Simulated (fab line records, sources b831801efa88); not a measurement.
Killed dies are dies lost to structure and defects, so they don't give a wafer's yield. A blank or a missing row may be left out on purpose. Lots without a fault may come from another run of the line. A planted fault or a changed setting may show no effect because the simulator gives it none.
Chamber matching | flow sky130 | SKY_PASSIVATION_CVD_02 on pecvd-01: 3 sister chambers
The step deposits Si3N4, target thk 540 nm. 3 wafers are shown with their chamber, then 7 later ones without.

WAFERS WITH THEIR CHAMBER
wafer  | chamber | heater_power_w (W)
L690.4 | 1       | 542
L696.1 | 0       | 862
L696.2 | 2       | 808

WAFERS WITHOUT THEIR CHAMBER
wafer  | heater_power_w (W)
L696.4 | 670
L697.2 | 740
L697.3 | 677
L697.4 | 552
L705.1 | 946
L705.2 | 555
L705.6 | 607

WHICH CHAMBER EACH WENT THROUGH
wafer  | from the rows above          | in truth
L696.4 | can't be placed: 1 or 2 or 0 | 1
L697.2 | can't be placed: 2 or 0 or 1 | 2
L697.3 | can't be placed: 2 or 1 or 0 | 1
L697.4 | 1                            | 1
L705.1 | can't be placed: 0 or 2      | 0
L705.2 | 1                            | 1
L705.6 | can't be placed: 1 or 2      | 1
Placed correctly: 2 of 7. Can't be placed from these rows: 5 (the true chamber is among the candidates in 5). Placed wrongly: 0.
How it was worked out, from the rows above alone: a wafer's distance from a chamber is the root of the sum, over the readings, of the square of ((its reading less the chamber's mean) divided by the reading's scatter). The wafer belongs to the nearest chamber; if the next one is less than 2 further off, it can't be placed. A chamber's mean is the mean of its shown wafers. The scatter: with one shown wafer a chamber, the root of the mean of the squares of how far each hidden wafer lies from its nearest shown one.
